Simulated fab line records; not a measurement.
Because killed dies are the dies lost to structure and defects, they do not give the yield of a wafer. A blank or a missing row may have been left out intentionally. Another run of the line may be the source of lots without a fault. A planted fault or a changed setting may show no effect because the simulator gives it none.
fab line records	flow sky130
record: lots: 7	wafers: 21	lastDay: 50
route steps=708 shown LOCAL_INTERCONNECT@388 PAD_OPEN@708
lots with no fault: from the same line, run without faults
startH: the number of hours between the record's first day and the start of the first shown wafer of the lot	waitH: how many hours have passed since the lot's step before this one	" repeats the value in the row above	L1.1+2: a single row standing in for several wafers	- no value present, or no start provided	* or withheld: withheld	< > ~ a bound
route shown NAME@n: NAME is a module with steps in the file, n the number in the route of the first one	usual: mean and standard deviation over wafers with no fault	same: alike in all rows	chamber/n: place in a boat	sites: readings site by site	_std_site: standard deviation across them	_edge_site: outer sites' mean less inner sites'	radiusMm: how far each site lies from the wafer's centre	mask NAME#n: copy n	behind: the tool/chamber that last shaped the wafer	hold: why the lot was held/for how many hours/how that ended	device: transistor that didn't switch, given as n, p or np	end of line: at the end of the route, the tests of the same wafers	step lacking rows: just its recipe	killed: the dies lost at the first sort to structure and to defects; this is not the yield of the wafer	map: a wafer's dies, x killed, . not, _ none there
set.NAME: setting as actually run; set.NAME@STEP: the setting as run at that earlier step	model.NAME: the simulator's own value behind a step, which no gauge read
certain route steps with their lots: each step a table, each wafer a row
services: from which hour (startH, from the record's first day; less than 0 if before it) a tool's chamber was out of use, for how many hours, and why
== steps ==
step: SKY_LOCAL_INTERCONNECT_RS_MEAS_01
recipe: thkMeasGauge: four-point-probe	reads: TiN_of_LOCAL_INTERCONNECT_SPUTTER_00
usual: LOCAL_INTERCONNECT_TIN_RS: 14.19/0.16
lot.wafer	tool	chamber	startH	waitH	LOCAL_INTERCONNECT_TIN_RS[ohm/sq]
L141.4	filmMetro-04	-	700.99	0.1	14.22
L141.5	"	-	"	"	14.14
L141.6	"	-	"	"	14.17
L148.3	filmMetro-03	-	777.95	0.1	14.31
L148.5	"	-	"	"	14.20
L148.6	"	-	"	"	14.37
L157.1	filmMetro-02	-	822.86	0.0	13.94
L157.5	"	-	"	"	14.46
L157.6	"	-	"	"	14.22
L159.2	filmMetro-04	-	831.58	0.1	14.34
L159.4	"	-	"	"	14.16
L159.5	"	-	"	"	14.32
L158.1	filmMetro-03	-	838.16	0.0	13.97
L158.2	"	-	"	"	13.98
L158.6	"	-	"	"	14.17
L160.3	filmMetro-03	-	845.82	0.1	14.08
L160.5	"	-	"	"	14.14
L160.6	"	-	"	"	14.13
L162.1	filmMetro-02	-	856.63	0.0	14.14
L162.4	"	-	"	"	14.39
L162.6	"	-	"	"	14.24
step: SKY_LOCAL_INTERCONNECT_THK_MEAS_02
recipe: thkMeasGauge: xrf	reads: TiN_of_LOCAL_INTERCONNECT_SPUTTER_00
usual: LOCAL_INTERCONNECT_TIN_THK: 99.9/1.3
lot.wafer	tool	chamber	startH	waitH	LOCAL_INTERCONNECT_TIN_THK[nm]
L141.4	filmMetro-04	-	701.08	0.1	99.8
L141.5	"	-	"	"	100.3
L141.6	"	-	"	"	100.1
L148.3	filmMetro-03	-	778.05	0.1	99.8
L148.5	"	-	"	"	100.7
L148.6	"	-	"	"	99.3
L157.1	filmMetro-02	-	822.98	0.1	101.8
L157.5	"	-	"	"	98.5
L157.6	"	-	"	"	100.0
L159.2	filmMetro-04	-	831.69	0.1	98.3
L159.4	"	-	"	"	100.2
L159.5	"	-	"	"	99.0
L158.1	filmMetro-03	-	838.28	0.1	101.4
L158.2	"	-	"	"	101.5
L158.6	"	-	"	"	100.3
L160.3	filmMetro-03	-	845.92	0.1	101.3
L160.5	"	-	"	"	100.7
L160.6	"	-	"	"	100.3
L162.1	filmMetro-02	-	856.75	0.1	100.4
L162.4	"	-	"	"	98.6
L162.6	"	-	"	"	99.5
step: SKY_LOCAL_INTERCONNECT_DEHYDRATE_03
recipe: tempC: 200	timeS: 60
step: SKY_LOCAL_INTERCONNECT_HMDS_04
recipe: primeTimeS: 60	primeTempC: 120
step: SKY_LOCAL_INTERCONNECT_COAT_05
recipe: resist: BARC	tempC: withheld	timeS: withheld	spinRpm: 3000	resistThkNm: 60
step: SKY_LOCAL_INTERCONNECT_COAT_06
recipe: resist: KrF-thick	spinRpm: 3000	resistThkNm: 450
step: SKY_LOCAL_INTERCONNECT_SOFTBAKE_07
recipe: tempC: 100	timeS: 90	resist: KrF-thick
step: SKY_LOCAL_INTERCONNECT_EXPOSE_08
recipe: maskId: LI1M	na: 0.8	sourceShape: annular	sigmaInner: 0.55	sigmaOuter: 0.85	targetCdNm: 170	doseMj: 28
step: SKY_LOCAL_INTERCONNECT_PEB_09
recipe: pebTempC: withheld	pebTimeS: withheld	resist: KrF-thick
step: SKY_LOCAL_INTERCONNECT_DEVELOP_10
recipe: developTimeS: 60	resist: KrF-thick	devTempC: 21
step: SKY_LOCAL_INTERCONNECT_CD_MEAS_11
recipe: targetCdNm: 170
usual: cdNm: 169.1/1.2
lot.wafer	tool	chamber	startH	waitH	cdNm
L141.4	cdSem-02	-	729.21	-	170.1
L141.5	"	-	"	"	168.9
L141.6	"	-	"	"	169.1
L148.3	cdSem-02	-	804.34	-	171.6
L148.5	"	-	"	"	170.5
L148.6	"	-	"	"	169.9
L157.1	cdSem-02	-	849.50	-	169.3
L157.5	"	-	"	"	169.5
L157.6	"	-	"	"	169.7
L159.2	cdSem-01	-	858.62	-	169.1
L159.4	"	-	"	"	168.4
L159.5	"	-	"	"	168.8
L158.1	cdSem-01	-	865.10	-	167.8
L158.2	"	-	"	"	168.4
L158.6	"	-	"	"	168.2
L160.3	cdSem-02	-	872.54	-	169.0
L160.5	"	-	"	"	171.1
L160.6	"	-	"	"	170.3
L162.1	cdSem-01	-	883.50	-	170.3
L162.4	"	-	"	"	170.5
L162.6	"	-	"	"	171.0
step: SKY_LOCAL_INTERCONNECT_OVL_MEAS_12
usual: LOCAL_INTERCONNECT_OVL: -1/6.3
lot.wafer	tool	chamber	startH	waitH	LOCAL_INTERCONNECT_OVL[nm]
L141.4	overlay-01	-	729.29	0.1	-4
L141.5	"	-	"	"	-7
L141.6	"	-	"	"	1
L148.3	overlay-02	-	804.43	0.1	3
L148.5	"	-	"	"	4
L148.6	"	-	"	"	11
L157.1	overlay-02	-	849.62	0.1	-2
L157.5	"	-	"	"	-5
L157.6	"	-	"	"	-9
L159.2	overlay-02	-	858.72	0.1	-6
L159.4	"	-	"	"	-7
L159.5	"	-	"	"	-11
L158.1	overlay-02	-	865.22	0.1	-5
L158.2	"	-	"	"	8
L158.6	"	-	"	"	12
L160.3	overlay-01	-	872.63	0.1	-8
L160.5	"	-	"	"	-4
L160.6	"	-	"	"	-3
L162.1	overlay-02	-	883.62	0.1	7
L162.4	"	-	"	"	0
L162.6	"	-	"	"	2
step: SKY_LOCAL_INTERCONNECT_ETCH_13
recipe: chemistry: N2/H2	target: BARC	ionEnergyEv: 200	biasW: 100	pressureMtorr: 30	n2FlowSccm: 100	h2FlowSccm: 200	icpW: 500	stopOn: SiO2	timeS: 45.9	targetDepthA: 600
usual: biasW: 100.0/0.31	drypumpMotorCurrentA: 5.7/0.41	oesProductAu: 0.854/0.0049	runLengthS: 73.9/0.67	throttleValvePct: 13.224/0.0097
lot.wafer	tool	chamber	startH	waitH	biasW	drypumpMotorCurrentA	oesProductAu	rfHoursCounterH	runLengthS	throttleValvePct	model.KrF-thick_of_LOCAL_INTERCONNECT_COAT_06.thkNm	model.SiO2_of_SONOS_ONO_CVD_04.thkNm
L141.4	rieMetal-02	0	729.33	0.0	99.1	6.0	0.857	-	73.9	13.229	392.2	4.255
L141.5	"	0	"	"	99.4	6.0	0.857	-	74.3	13.229	392.5	4.202
L141.6	"	1	"	"	99.7	6.3	0.850	-	73.9	13.237	393.2	4.205
L148.3	rieMetal-01	1	804.48	0.0	100.0	5.1	0.855	-	73.6	13.229	393.9	4.272
L148.5	"	1	"	"	99.5	5.1	0.851	-	73.4	13.232	394.4	4.244
L148.6	"	0	"	"	99.5	5.6	0.846	-	74.1	13.231	394.6	4.328
L157.1	rieMetal-01	1	849.65	0.0	99.6	5.1	0.804	15	78.5	13.231	387.4	4.074
L157.5	"	0	"	"	100.4	5.6	0.851	-	74.3	13.220	391.1	4.28
L157.6	"	1	"	"	99.6	5.1	0.812	-	78.2	13.225	388.1	3.987
L159.2	rieMetal-01	1	858.78	0.0	100.2	5.1	0.804	-	78.8	13.228	388.1	4.195
L159.4	"	1	"	"	100.2	5.1	0.803	-	78.4	13.229	386.1	4.04
L159.5	"	1	"	"	99.7	5.1	0.819	-	78.3	13.221	387.2	4.052
L158.1	rieMetal-01	1	865.25	0.0	99.5	5.1	0.805	16	78.1	13.231	389.5	4.082
L158.2	"	1	"	"	100.1	5.1	0.802	-	78.4	13.224	389	3.99
L158.6	"	1	"	"	99.9	5.1	0.809	-	78.5	13.225	390.1	4.008
L160.3	rieMetal-04	0	872.68	0.0	99.8	5.7	0.859	-	73.9	13.219	396	4.301
L160.5	"	0	"	"	99.6	5.7	0.852	-	73.1	13.210	394.9	4.257
L160.6	"	1	"	"	100.0	5.8	0.849	-	73.8	13.216	395.5	4.272
L162.1	rieMetal-04	0	883.65	0.0	99.9	5.7	0.857	11	73.5	13.227	392.8	4.265
L162.4	"	1	"	"	100.0	5.7	0.848	-	73.8	13.234	393.4	4.255
L162.6	"	1	"	"	100.5	5.8	0.859	-	74.2	13.220	393.3	4.284
step: SKY_LOCAL_INTERCONNECT_METAL_ETCH_14
recipe: targetDepthNm: 110	stopOn: PSG	chemistry: Cl2/BCl3	target: TiN	resistSidewallDeg: 88	pressureMtorr: 10	icpW: 900	biasW: 48.5	Cl2_flow_sccm: 60	bcl3FlowSccm: 30	timeS: 31.4
usual: biasW: 48.50/0.13	drypumpMotorCurrentA: 5.7/0.4	oesProductAu: 0.940/0.0073	runLengthS: 59.4/0.69	throttleValvePct: 21.902/0.0094
lot.wafer	tool	chamber	startH	waitH	biasW	drypumpMotorCurrentA	oesProductAu	rfHoursCounterH	runLengthS	throttleValvePct	model.KrF-thick_of_LOCAL_INTERCONNECT_COAT_06.thkNm
L141.4	rieMetal-02	0	729.38	0.0	48.45	6.0	0.936	-	59.8	21.915	346.6
L141.5	"	0	"	"	48.43	6.0	0.937	-	60.2	21.892	347.5
L141.6	"	1	"	"	48.48	6.3	0.937	-	59.4	21.911	349
L148.3	rieMetal-01	1	804.53	0.0	48.23	5.1	0.943	-	59.0	21.901	350.5
L148.5	"	1	"	"	48.47	5.1	0.938	-	59.0	21.906	350.2
L148.6	"	0	"	"	48.50	5.6	0.930	-	59.7	21.902	351.4
L157.1	rieMetal-01	1	849.72	0.0	48.63	5.1	0.946	15	59.0	21.895	343
L157.5	"	0	"	"	48.47	5.6	0.928	-	59.5	21.890	347.9
L157.6	"	1	"	"	48.74	5.1	0.939	-	59.1	21.897	343.8
L159.2	rieMetal-01	1	858.90	0.1	48.45	5.1	0.940	-	59.2	21.906	343.7
L159.4	"	1	"	"	48.58	5.1	0.942	-	59.0	21.909	342.2
L159.5	"	1	"	"	48.47	5.1	0.944	-	58.9	21.907	342.4
L158.1	rieMetal-01	1	865.38	0.1	48.63	5.1	0.958	16	58.9	21.904	345.2
L158.2	"	1	"	"	48.45	5.1	0.948	-	59.4	21.898	344.4
L158.6	"	1	"	"	48.58	5.1	0.947	-	59.1	21.917	345.9
L160.3	rieMetal-04	0	872.73	0.0	48.41	5.7	0.936	-	59.3	21.901	352
L160.5	"	0	"	"	48.62	5.7	0.938	-	58.8	21.896	350.7
L160.6	"	1	"	"	48.74	5.8	0.936	-	59.4	21.892	351.7
L162.1	rieMetal-04	0	883.72	0.0	48.39	5.7	0.940	11	59.0	21.897	348.6
L162.4	"	1	"	"	48.81	5.7	0.932	-	59.3	21.912	349.7
L162.6	"	1	"	"	48.67	5.7	0.940	-	59.2	21.887	349.4
step: SKY_LOCAL_INTERCONNECT_STRIP_15
recipe: chemistry: O2/N2	powerW: 1400	pressureMtorr: 1500	platenTempC: withheld	o2FlowSccm: 3000	n2FlowSccm: 300	overashFraction: 0.5
usual: drypumpMotorCurrentA: 6.1/0.49	oesProductAu: 0.427/0.0044	stripTimeToEndpointS: 4.726/0.018
lot.wafer	tool	chamber	startH	waitH	drypumpMotorCurrentA	oesProductAu	rfHoursCounterH	stripTimeToEndpointS
L141.4	plasmaAsher-04	0	729.45	0.1	6.5	0.423	-	4.696
L141.5	"	0	"	"	6.5	0.426	-	4.696
L141.6	"	1	"	"	6.0	0.421	-	4.730
L148.3	plasmaAsher-04	1	804.60	0.1	6.0	0.430	-	4.743
L148.5	"	1	"	"	6.0	0.424	-	4.742
L148.6	"	0	"	"	6.5	0.428	-	4.741
L157.1	plasmaAsher-04	0	849.77	0.0	6.5	0.423	103	4.671
L157.5	"	1	"	"	6.0	0.428	-	4.709
L157.6	"	0	"	"	6.5	0.435	-	4.681
L159.2	plasmaAsher-01	0	858.98	0.1	6.5	0.422	45	4.663
L159.4	"	0	"	"	6.5	0.427	-	4.661
L159.5	"	1	"	"	5.7	0.434	-	4.666
L158.1	plasmaAsher-02	0	865.48	0.1	5.1	0.429	78	4.686
L158.2	"	1	"	"	6.6	0.428	78	4.669
L158.6	"	0	"	"	5.1	0.425	-	4.699
L160.3	plasmaAsher-02	1	872.80	0.1	6.6	0.422	-	4.771
L160.5	"	1	"	"	6.6	0.429	-	4.752
L160.6	"	0	"	"	5.1	0.429	-	4.750
L162.1	plasmaAsher-04	1	883.77	0.0	6.0	0.436	107	4.727
L162.4	"	0	"	"	6.5	0.420	-	4.732
L162.6	"	1	"	"	6.0	0.429	-	4.739
step: SKY_LOCAL_INTERCONNECT_STRIP_16
recipe: chemistry: postEtchResidueRemover	timeS: 1200	tempC: 72.5
step: SKY_PAD_OPEN_PROBE_99
usual: killed_at_M0_to_M3: 43/7.3	killed_at_M4_up: 3.2/1.9	killedAtContacts: 25/5.4	killedAtFrontEnd: 16/4.4	killedAtOther: 0.4/0.66	killedDies: 87/11	killedOpen: 48/7.9	killedShort: 39/6.5
same: grossDies: 492	killedAtBackSide: 0
lot.wafer	tool	chamber	startH	waitH	killed_at_M0_to_M3	killed_at_M4_up	killedAtContacts	killedAtFrontEnd	killedAtOther	killedDies	killedOpen	killedShort
L141.4	prober-01	-	1096.75	0.2	35	3	23	10	0	71	40	31
L141.5	prober-01	-	1096.80	0.2	53	4	21	8	0	86	51	35
L141.6	prober-01	-	1096.85	0.2	56	3	29	15	0	103	52	51
L148.3	prober-02	-	1155.37	0.2	44	2	20	11	0	77	47	30
L148.5	prober-02	-	1155.47	0.2	40	1	23	17	0	81	49	31
L148.6	prober-02	-	1155.52	0.2	52	7	22	22	0	103	61	41
L157.1	prober-01	-	1185.49	0.1	47	4	29	12	0	92	54	38
L157.6	prober-01	-	1185.74	0.2	31	2	25	11	0	69	39	29
L159.2	prober-02	-	1189.51	0.1	37	2	23	14	1	77	42	35
L159.4	prober-02	-	1189.61	0.2	32	3	27	8	0	70	41	29
L159.5	prober-02	-	1189.66	0.2	30	4	19	16	0	69	33	36
killed by level:class
L141.4 VIA1:geometricParticle:open=11 CONTACT:geometricParticle:open=11 VIA1:geometricParticle:short=7 LI_CONTACT:geometricParticle:open=6 CONTACT:geometricParticle:short=5 METAL2:geometricParticle:short=4 FIELD_ISO:geometricParticle:short=3 METAL4:geometricParticle:short=3
L141.5 CONTACT:geometricParticle:open=14 METAL2:geometricParticle:short=11 VIA1:geometricParticle:open=10 VIA2:geometricParticle:open=9 VIA3:geometricParticle:open=7 POLY_GATE:geometricParticle:open=4 VIA1:geometricParticle:short=4 LI_CONTACT:geometricParticle:open=3
L141.6 VIA3:geometricParticle:open=11 VIA1:geometricParticle:open=11 CONTACT:geometricParticle:open=9 METAL1:geometricParticle:short=8 LI_CONTACT:geometricParticle:open=7 METAL2:geometricParticle:short=7 POLY_GATE:geometricParticle:short=5 FIELD_ISO:geometricParticle:open=4
L148.3 VIA1:geometricParticle:open=8 CONTACT:geometricParticle:open=7 VIA2:geometricParticle:open=7 LI_CONTACT:geometricParticle:open=5 METAL1:geometricParticle:short=5 VIA3:geometricParticle:open=5 FIELD_ISO:geometricParticle:open=4 SPACER:geometricParticle:open=4
L148.5 VIA1:geometricParticle:open=14 CONTACT:geometricParticle:open=7 FIELD_ISO:geometricParticle:open=6 LI_CONTACT:geometricParticle:open=6 VIA1:geometricParticle:short=5 FIELD_ISO:geometricParticle:short=4 METAL1:geometricParticle:short=4 LOCAL_INTERCONNECT:geometricParticle:short=4
L148.6 VIA1:geometricParticle:open=15 VIA3:geometricParticle:open=9 FIELD_ISO:geometricParticle:short=7 CONTACT:geometricParticle:open=7 LI_CONTACT:geometricParticle:open=7 VIA1:geometricParticle:short=6 VIA2:geometricParticle:open=6 FIELD_ISO:geometricParticle:open=5
L157.1 VIA1:geometricParticle:open=12 CONTACT:geometricParticle:open=10 METAL1:geometricParticle:short=8 LI_CONTACT:geometricParticle:open=7 METAL2:geometricParticle:short=7 VIA2:geometricParticle:open=5 FIELD_ISO:geometricParticle:short=4 METAL1:geometricParticle:open=4
L157.6 VIA1:geometricParticle:open=11 LI_CONTACT:geometricParticle:open=9 CONTACT:geometricParticle:open=6 POLY_GATE:geometricParticle:open=4 LOCAL_INTERCONNECT:geometricParticle:short=4 METAL1:geometricParticle:short=4 FIELD_ISO:geometricParticle:short=3 LI_CONTACT:geometricParticle:short=3
L159.2 LI_CONTACT:geometricParticle:open=11 VIA2:geometricParticle:open=7 METAL2:geometricParticle:short=6 METAL1:geometricParticle:short=6 VIA1:geometricParticle:open=6 FIELD_ISO:geometricParticle:open=5 CONTACT:geometricParticle:open=5 VIA1:geometricParticle:short=5
L159.4 CONTACT:geometricParticle:open=12 VIA2:geometricParticle:open=8 LI_CONTACT:geometricParticle:open=6 VIA1:geometricParticle:open=5 METAL1:geometricParticle:short=4 VIA3:geometricParticle:open=4 VIA3:geometricParticle:short=4 LOCAL_INTERCONNECT:geometricParticle:short=3
L159.5 CONTACT:geometricParticle:open=7 VIA1:geometricParticle:open=6 METAL2:geometricParticle:short=6 FIELD_ISO:geometricParticle:open=4 POLY_GATE:geometricParticle:short=4 CONTACT:geometricParticle:short=4 METAL1:geometricParticle:short=4 VIA3:geometricParticle:open=3
== services ==
tool	chamber	startH	hours	kind
rieMetal-04	1	713.94	-	clean
rieMetal-04	1	713.94	16.4	scheduledDown
rieMetal-04	1	713.94	16.4	ventCycle
rieMetal-02	1	738.57	6.5	repair
plasmaAsher-04	-	739.17	28.1	pm
rieMetal-04	-	771.57	1.2	repair
plasmaAsher-01	-	775.98	2.8	pm
rieMetal-02	0	783.89	5.2	repair
rieMetal-02	0	789.06	-	clean
rieMetal-02	0	789.06	31.7	scheduledDown
rieMetal-02	0	789.06	31.7	ventCycle
plasmaAsher-01	-	846.96	0.4	repair
rieMetal-01	0	856.01	57.2	repair
rieMetal-04	-	857.19	2.8	pm
rieMetal-01	1	861.02	3.1	repair
rieMetal-02	1	879.27	-	clean
rieMetal-02	1	879.27	30.8	scheduledDown
rieMetal-02	1	879.27	30.8	ventCycle
== key ==
firstSign: step: SKY_LOCAL_INTERCONNECT_ETCH_13	reading: oesProductAu	direction: down	sigmas: 9.5	usual: 0.854	struck: 0.807
effect: step: SKY_LOCAL_INTERCONNECT_ETCH_13	reading: runLengthS	direction: up	sigmas: 6.6	usual: *	struck: *
effect: step: SKY_LOCAL_INTERCONNECT_STRIP_15	reading: stripTimeToEndpointS	direction: down	sigmas: 2.8	usual: *	struck: *
modelEffect: step: SKY_LOCAL_INTERCONNECT_ETCH_13	value: KrF-thick_of_LOCAL_INTERCONNECT_COAT_06.thkNm	without: 392.8	struck: 388.2
modelEffect: step: SKY_LOCAL_INTERCONNECT_METAL_ETCH_14	value: KrF-thick_of_LOCAL_INTERCONNECT_COAT_06.thkNm	without: 348.4	struck: 343.8
metAt SKY_LOCAL_INTERCONNECT_ETCH_13
struckWafers L157.1,L157.6,L158.1,L158.2,L158.6,L159.2,L159.4,L159.5
testerLeftOut L157,L158,L159
onsetBetween 804.48 849.65
fault: kind: processParameterDrift	tool: rieMetal-01	chamber: 1	onsetH: 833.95	steps: SKY_LOCAL_INTERCONNECT_ETCH_13	channel: timeS	offset: *	shape: step	endH: 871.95	actsIn: *	stated: *
testerLeftOut: of these lots the tester's yield and bins aren't shown, on N5 and GAA mostly nor the transistor test; their killed dies are dies lost to structure and defects alone, not to doping, threshold or leakage, so they don't give the yield
